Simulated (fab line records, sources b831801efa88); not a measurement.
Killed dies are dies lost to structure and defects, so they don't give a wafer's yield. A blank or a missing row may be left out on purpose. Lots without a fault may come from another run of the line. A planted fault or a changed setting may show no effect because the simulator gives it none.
fab line records | flow sky130
record lots=12 wafers=36 last_day=50
route steps=708 shown LOCAL_INTERCONNECT@398 CONTACT@414
lots that met no fault: from a run of the same line without faults
start_h: hours from the record's first day to the start of the lot's first wafer shown | wait_h: hours since the lot's step before | " the same as in the row above | L1.1+2: a row that stands for several wafers | - no value, or no start given | * or withheld: withheld | < > ~ a bound
route shown NAME@n: a module of which the file shows steps, and the number in the route of the first | usual: mean/standard deviation of fault-free wafers | same: alike in all rows | chamber/n: place in a boat | sites: the reading at each site | _std_site: their standard deviation | _edge_site: outer sites' mean less inner sites' | radius_mm: how far each site lies from the wafer's centre | mask NAME#n: copy n | behind: the tool/chamber that last shaped the wafer | hold: why the lot was held/for how many hours/how that ended | device: the transistor (n, p or np) that didn't switch | end of line: the same wafers' tests at the end of the route | a step without rows: its recipe alone | killed: dies lost to structure and defects at the first sort, not the wafer's yield | map: a wafer's dies, x killed, . not, _ none there
set.NAME: the setting as run; set.NAME@STEP: as run at that earlier step | model.NAME: the simulator's own value behind a step, which no gauge read
steps of the route over a sample of lots; a table a step, a row a wafer
services: from which hour (start_h, from the record's first day; less than 0 if before it) a tool's chamber was out of use, for how many hours, and why
## steps
# step SKY_LOCAL_INTERCONNECT_CD_MEAS_11
# recipe target_cd_nm=170
# usual cd_nm=170.6/1.4
# columns lot.wafer tool chamber start_h wait_h cd_nm
L654.1 cd_sem-02 - 702.17 - 169.7
L654.2 " - " " 168.8
L654.6 " - " " 170.5
L655.2 cd_sem-02 - 707.53 - 169.0
L655.4 " - " " 168.7
L655.5 " - " " 168.6
L656.1 cd_sem-01 - 716.02 - 169.4
L656.5 " - " " 171.5
L656.6 " - " " 170.4
L657.2 cd_sem-01 - 724.58 - 171.3
L657.5 " - " " 171.8
L657.6 " - " " 170.3
L658.3 cd_sem-01 - 734.71 - 170.4
L658.4 " - " " 170.6
L658.6 " - " " 170.7
L659.2 cd_sem-02 - 745.76 - 171.0
L659.3 " - " " 171.3
L659.4 " - " " 171.9
L661.1 cd_sem-01 - 763.77 - 174.0
L661.2 " - " " 172.7
L661.6 " - " " 172.0
L663.2 cd_sem-02 - 780.44 - 172.1
L663.4 " - " " 171.5
L663.6 " - " " 169.1
L664.2 cd_sem-01 - 786.79 - 168.8
L664.4 " - " " 169.3
L664.6 " - " " 169.2
L666.1 cd_sem-02 - 802.46 - 170.7
L666.2 " - " " 170.0
L666.4 " - " " 171.2
L674.2 cd_sem-01 - 861.99 - 168.0
L674.4 " - " " 168.2
L674.6 " - " " 167.6
L673.4 cd_sem-02 - 864.65 - 170.1
L673.5 " - " " 170.9
L673.6 " - " " 170.4
# step SKY_LOCAL_INTERCONNECT_OVL_MEAS_12
# usual LOCAL_INTERCONNECT_OVL=0/5.2
# columns lot.wafer tool chamber start_h wait_h LOCAL_INTERCONNECT_OVL[nm]
L654.1 overlay-01 - 702.29 0.1 4
L654.2 " - " " 2
L654.6 " - " " 2
L655.2 overlay-01 - 707.64 0.1 12
L655.4 " - " " 5
L655.5 " - " " 3
L656.1 overlay-01 - 716.14 0.1 4
L656.5 " - " " 8
L656.6 " - " " 10
L657.2 overlay-01 - 724.69 0.1 0
L657.5 " - " " -8
L657.6 " - " " -1
L658.3 overlay-02 - 734.81 0.1 0
L658.4 " - " " 2
L658.6 " - " " 0
L659.2 overlay-02 - 745.87 0.1 0
L659.3 " - " " 1
L659.4 " - " " 1
L661.1 overlay-01 - 763.89 0.1 1
L661.2 " - " " -4
L661.6 " - " " -4
L663.2 overlay-01 - 780.55 0.1 2
L663.4 " - " " 3
L663.6 " - " " 1
L664.2 overlay-01 - 786.90 0.1 6
L664.4 " - " " 4
L664.6 " - " " -1
L666.1 overlay-01 - 802.58 0.1 -6
L666.2 " - " " -2
L666.4 " - " " -4
L674.2 overlay-01 - 862.10 0.1 -9
L674.4 " - " " -18
L674.6 " - " " -7
L673.4 overlay-02 - 864.73 0.1 -9
L673.5 " - " " 1
L673.6 " - " " -5
# step SKY_CONTACT_COAT_08
# recipe resist=BARC temp_c=withheld time_s=withheld spin_rpm=3000 resist_thk_nm=60
# usual spin_speed_rpm=2999.8/2
# columns lot.wafer tool chamber start_h wait_h spin_speed_rpm
L654.1 litho_track-03 0 717.34 0.1 3000.9
L654.2 " 0 " " 2998.2
L654.6 " 0 " " 3003.3
L655.2 litho_track-03 0 722.72 0.1 3000.1
L655.4 " 0 " " 2997.5
L655.5 " 0 " " 3003.1
L656.1 litho_track-03 0 730.94 0.1 3003.2
L656.5 " 0 " " 2998.5
L656.6 " 0 " " 3002.2
L657.2 litho_track-03 0 738.92 0.1 2998.4
L657.5 " 0 " " 2998.4
L657.6 " 0 " " 3001.0
L658.3 litho_track-04 0 749.96 0.1 2999.9
L658.4 " 0 " " 3000.2
L658.6 " 0 " " 3003.1
L659.2 litho_track-04 0 760.54 0.1 2999.7
L659.3 " 0 " " 3001.1
L659.4 " 0 " " 2998.0
L661.1 litho_track-03 0 777.69 0.1 2998.6
L661.2 " 0 " " 3000.4
L661.6 " 0 " " 2995.6
L663.2 litho_track-03 0 795.37 0.1 2837.3
L663.4 " 0 " " 2839.1
L663.6 " 0 " " 2841.9
L664.2 litho_track-01 0 801.55 0.1 2997.6
L664.4 " 0 " " 2998.6
L664.6 " 0 " " 3003.7
L666.1 litho_track-03 0 817.14 0.1 2837.5
L666.2 " 0 " " 2840.3
L666.4 " 0 " " 2841.9
L674.2 litho_track-04 0 876.59 0.1 2996.9
L674.4 " 0 " " 2998.3
L674.6 " 0 " " 3001.2
L673.4 litho_track-03 0 878.52 0.1 2998.7
L673.5 " 0 " " 2998.3
L673.6 " 0 " " 2997.2
# step SKY_CONTACT_ETCH_16
# recipe chemistry=N2/H2 target=BARC ion_energy_ev=200 source_w=500 bias_w=100 pressure_mtorr=30 n2_flow_sccm=100 h2_flow_sccm=200 stop_on=SiO2 time_s=45.9 target_depth_a=600
# usual drypump_motor_current_A=5.8/0.55 h2_flow_sccm=199.9/0.52 oes_product_au=0.854/0.0048 throttle_valve_pct=13.225/0.0099
# columns lot.wafer tool chamber start_h wait_h drypump_motor_current_A h2_flow_sccm oes_product_au rf_hours_counter_h throttle_valve_pct
L654.1 rie_diel-03 3 732.03 0.0 6.3 199.7 0.858 12 13.215
L654.2 " 1 " " 6.3 199.7 0.858 5 13.221
L654.6 " 2 " " 6.4 199.9 0.859 - 13.229
L655.2 rie_diel-03 3 736.98 0.0 6.3 200.9 0.862 12 13.231
L655.4 " 1 " " 6.4 199.8 0.856 6 13.215
L655.5 " 3 " " 6.3 199.9 0.852 - 13.217
L656.1 rie_diel-01 3 745.40 0.0 5.2 200.8 0.860 5 13.235
L656.5 " 2 " " 5.2 200.1 0.861 - 13.221
L656.6 " 1 " " 6.6 200.9 0.855 - 13.223
L657.2 rie_diel-04 2 753.15 0.0 5.2 200.6 0.855 9 13.221
L657.5 " 2 " " 5.2 201.1 0.854 - 13.224
L657.6 " 1 " " 5.6 199.0 0.854 - 13.230
L658.3 rie_diel-04 2 764.28 0.0 5.2 200.1 0.856 10 13.225
L658.4 " 3 " " 5.1 200.3 0.857 - 13.225
L658.6 " 1 " " 5.7 199.9 0.852 - 13.215
L659.2 rie_diel-01 1 774.58 0.0 6.6 200.1 0.850 36 13.225
L659.3 " 0 " " 5.2 200.1 0.851 23 13.209
L659.4 " 3 " " 5.2 199.8 0.849 5 13.228
L661.1 rie_diel-01 2 790.97 0.0 5.2 200.1 0.845 23 13.226
L661.2 " 0 " " 5.2 199.5 0.857 23 13.230
L661.6 " 2 " " 5.2 199.6 0.856 - 13.227
L663.2 rie_diel-01 3 809.05 0.0 5.2 199.8 0.872 7 13.221
L663.4 " 0 " " 5.2 200.7 0.872 - 13.214
L663.6 " 2 " " 5.2 199.0 0.868 - 13.231
L664.2 rie_diel-03 1 814.78 0.0 6.4 199.6 0.854 8 13.222
L664.4 " 0 " " 5.3 199.3 0.855 2 13.210
L664.6 " 0 " " 5.3 200.0 0.855 - 13.232
L666.1 rie_diel-04 0 831.18 0.0 5.7 199.8 0.873 1 13.219
L666.2 " 1 " " 5.6 200.2 0.866 12 13.220
L666.4 " 0 " " 5.7 199.3 0.872 - 13.231
L674.2 rie_diel-03 2 890.08 0.0 6.4 200.3 0.853 12 13.217
L674.4 " 1 " " 6.3 199.6 0.859 11 13.226
L674.6 " 3 " " 6.3 200.3 0.851 - 13.236
L673.4 rie_diel-04 0 891.98 0.0 5.7 199.4 0.853 3 13.219
L673.5 " 2 " " 5.2 199.2 0.862 - 13.237
L673.6 " 1 " " 5.6 199.4 0.854 - 13.240
# step SKY_CONTACT_SPUTTER_23
# recipe material=TiN target_thk_nm=20 chamber_pressure_pa=5 power_w=4000 time_s=80
# usual throttle_valve_pct=30.4/1
# columns lot.wafer tool chamber start_h wait_h throttle_valve_pct
L654.1 pvd_sputter-03 - 732.82 0.0 30.0
L654.2 " - " " 30.6
L654.6 " - " " 30.6
L655.2 pvd_sputter-03 - 737.71 0.0 30.3
L655.4 " - " " 30.1
L655.5 " - " " 29.8
L656.1 pvd_sputter-03 - 746.13 0.0 29.8
L656.5 " - " " 30.5
L656.6 " - " " 30.6
L657.2 pvd_sputter-03 - 753.88 0.0 30.3
L657.5 " - " " 30.8
L657.6 " - " " 30.0
L658.3 pvd_sputter-04 - 765.03 0.0 31.8
L658.4 " - " " 30.1
L658.6 " - " " 29.9
L659.2 pvd_sputter-04 - 775.65 0.0 29.5
L659.3 " - " " 30.3
L659.4 " - " " 31.6
L661.1 pvd_sputter-02 - 791.73 0.0 29.3
L661.2 " - " " 29.6
L661.6 " - " " 29.3
L663.2 pvd_sputter-02 - 809.81 0.0 31.2
L663.4 " - " " 29.4
L663.6 " - " " 32.8
L664.2 pvd_sputter-04 - 815.55 0.0 30.1
L664.4 " - " " 30.0
L664.6 " - " " 28.5
L666.1 pvd_sputter-04 - 831.93 0.0 30.1
L666.2 " - " " 28.5
L666.4 " - " " 31.9
L674.2 pvd_sputter-02 - 890.84 0.0 29.6
L674.4 " - " " 31.2
L674.6 " - " " 29.4
L673.4 pvd_sputter-02 - 892.72 0.0 30.9
L673.5 " - " " 29.4
L673.6 " - " " 31.3
## services
# columns tool chamber start_h hours kind
rie_diel-01 0 696.56 4.5 repair
rie_diel-03 - 699.34 15.6 pm
pvd_sputter-03 - 700.56 2.2 repair
pvd_sputter-03 2 707.06 - consumable_replace:kit
pvd_sputter-03 2 707.06 18.0 scheduled_down
pvd_sputter-03 2 707.06 18.0 vent_cycle
rie_diel-04 - 721.43 4.3 pm
rie_diel-04 3 738.19 5.8 repair
rie_diel-04 0 740.58 3.4 repair
rie_diel-04 0 744.01 - clean
rie_diel-04 0 744.01 25.5 scheduled_down
rie_diel-04 0 744.01 25.5 vent_cycle
pvd_sputter-03 - 747.96 1.7 repair
rie_diel-03 - 750.71 2.8 pm
rie_diel-01 - 752.40 2.8 pm
rie_diel-01 1 786.16 32.2 repair
rie_diel-04 0 797.21 8.0 repair
rie_diel-04 - 801.62 14.6 pm
pvd_sputter-02 - 811.12 2.6 repair
rie_diel-04 3 830.35 4.9 repair
rie_diel-03 0 852.65 8.7 repair
rie_diel-01 2 859.01 1.7 repair
pvd_sputter-04 - 862.61 43.5 repair
rie_diel-03 0 886.30 2.8 repair
## key
first_sign step=SKY_CONTACT_COAT_08 reading=spin_speed_rpm direction=down sigmas=79 usual=2999.8 struck=2839.7
effect step=SKY_CONTACT_ETCH_16 reading=oes_product_au direction=up sigmas=3.3 usual=0.854 struck=0.870
met_at SKY_CONTACT_COAT_08
struck_lots L663,L666
tester_left_out L663,L666
not_acting_at SKY_LOCAL_INTERCONNECT_CD_MEAS_11,SKY_LOCAL_INTERCONNECT_OVL_MEAS_12,SKY_CONTACT_SPUTTER_23
onset_between 777.69 795.37
fault kind=process_parameter_drift tool=litho_track-03 chamber=- onset_h=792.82 steps=SKY_CONTACT_COAT_08 channel=spin_rpm offset=-159.13 shape=step end_h=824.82 acts_in=these_recipes_only stated=3000
# tester_left_out: of these lots the tester's yield and bins aren't shown, on N5 and GAA mostly nor the transistor test; their killed dies are dies lost to structure and defects alone, not to doping, threshold or leakage, so they don't give the yield
